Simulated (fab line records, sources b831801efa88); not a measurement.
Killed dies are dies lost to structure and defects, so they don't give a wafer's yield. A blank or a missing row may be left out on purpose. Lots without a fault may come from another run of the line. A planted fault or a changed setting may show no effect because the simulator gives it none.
Split-lot experiment | flow sfq_line | 5 lots, 23 wafers read, on a route of 325 steps

THE SPLIT
At SFQ_TRILAYER_M4_LITHO_PEB_096 (peb time 60 s), the setting peb_time_s was moved away from the recipe's 60 s on 7 of the 23 wafers read, by +5.3% to +11.5%. The other wafers ran this setting at the recipe's value.

FROM THE SPLIT TO THE READING: what the file shows between them, 2 steps
- SFQ_TRILAYER_M4_LITHO_DEVELOP_095: time 60 s
- SFQ_TRILAYER_M4_BARC_OPEN_METAL_ETCH_123: etches BARC in O2, target depth 125 nm, time 41.7 s

THE READING
M4.cd_nm (the simulator's own value, which no gauge read), in nm, at SFQ_TRILAYER_M4_ETCH_METAL_ETCH_096 (etches Nb in Cl2/Ar, stops on SiO2, target depth 240 nm, time 120 s). The file gives no usual value for it. The 16 wafers here that ran the recipe average 499.7 nm, standard deviation 1.4 nm.

wafer  | tool, chamber at the split | peb_time_s as run, s | against the recipe | M4.cd_nm, nm | against lot-mates on the recipe
L077.1 | litho_track-01, 0          | 60                   | recipe             | 501.1        | -
L077.2 | litho_track-01, 0          | 60                   | recipe             | 499.6        | -
L077.3 | litho_track-01, 0          | 60                   | recipe             | 499.3        | -
L082.1 | litho_track-02, 0          | 63.16                | +5.3%              | 490.9        | -7.4
L082.2 | litho_track-02, 0          | 60                   | recipe             | 499          | -
L082.3 | litho_track-02, 0          | 60                   | recipe             | 498.5        | -
L082.5 | litho_track-02, 0          | 60                   | recipe             | 497.3        | -
L082.6 | litho_track-02, 0          | 63.16                | +5.3%              | 491.9        | -6.4
L083.1 | litho_track-03, 0          | 60                   | recipe             | 498.7        | -
L083.2 | litho_track-03, 0          | 60                   | recipe             | 498.5        | -
L083.4 | litho_track-03, 0          | 60                   | recipe             | 497.4        | -
L083.5 | litho_track-03, 0          | 65.44                | +9.1%              | 485.6        | -12.6
L083.6 | litho_track-03, 0          | 65.44                | +9.1%              | 485.2        | -13.0
L084.1 | litho_track-02, 0          | 60                   | recipe             | 500.8        | -
L084.2 | litho_track-02, 0          | 60                   | recipe             | 500.6        | -
L084.3 | litho_track-02, 0          | 60                   | recipe             | 499.3        | -
L084.4 | litho_track-02, 0          | 60                   | recipe             | 500.6        | -
L084.5 | litho_track-02, 0          | 60                   | recipe             | 501.5        | -
L085.1 | litho_track-03, 0          | 60                   | recipe             | 501.7        | -
L085.2 | litho_track-03, 0          | 66.87                | +11.5%             | 484.4        | -17.2
L085.3 | litho_track-03, 0          | 60                   | recipe             | 501.6        | -
L085.4 | litho_track-03, 0          | 66.87                | +11.5%             | 483.9        | -17.8
L085.5 | litho_track-03, 0          | 66.87                | +11.5%             | 484.5        | -17.1

THE FIT
A straight line over all 23 wafers: M4.cd_nm changes by -1.42 nm for each +1% of peb_time_s; r = -0.98; the points scatter about the line by 1.4 nm.
The same after taking each lot's own level away (the mean of its wafers on the recipe; 23 wafers): -1.48 nm for each +1%; r = -0.99; scatter 0.71 nm.
On that fit, the largest move of peb_time_s shifts the reading by 17 nm.
The lots' own levels span 498.20 to 501.65 nm, that is 2.5 times the standard deviation above.
So the lot-to-lot level changes the slope little: the two slopes agree.
Check: with one of the wafers moved furthest among these (+11.5%) left out of the fit, the line predicts -16.7 nm for it against its lot-mates. It came out at -17.2 nm against them.

OTHER SPLITS ON THESE WAFERS
These wafers also went through other splits before the reading. Each is held against what the fit with the lots' levels taken away leaves over:
other split on the same wafers               | wafers away from the commonest value | r with M4.cd_nm (lot level and that fit taken away)
SFQ_TRILAYER_I2_VIA_LITHO_COAT_067 spin_rpm  | 4                                    | +0.16
SFQ_TRILAYER_M3_DEP_SPUTTER_073 power_w      | 9                                    | -0.06
SFQ_TRILAYER_M3_LITHO_COAT_075 spin_rpm      | 4                                    | -0.24
SFQ_TRILAYER_I3_CMP_CMP_082 down_force_psi   | 6                                    | -0.19
SFQ_TRILAYER_M4_DEP_SPUTTER_091 time_s       | 7                                    | +0.08
SFQ_TRILAYER_M4_LITHO_COAT_093 resist_thk_nm | 10                                   | +0.04

THE WHOLE CHAIN: every reading that the file lists as answering this split, in the file's order
step                                     | what it does                                                        | reading                                                   | change (the file's fit)              | r (the file's)
SFQ_TRILAYER_M4_BARC_OPEN_METAL_ETCH_123 | etches BARC in O2, target depth 125 nm, time 41.7 s                 | M4.cd_nm (the simulator's own value, which no gauge read) | -1.39 nm for each +1% of the setting | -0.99
SFQ_TRILAYER_M4_ETCH_METAL_ETCH_096      | etches Nb in Cl2/Ar, stops on SiO2, target depth 240 nm, time 120 s | M4.cd_nm (the simulator's own value, which no gauge read) | -1.46 nm for each +1% of the setting | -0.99

THE FILE'S OWN FIT
M4.cd_nm changes by -1.46 nm for each +1% of peb_time_s, r = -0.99.
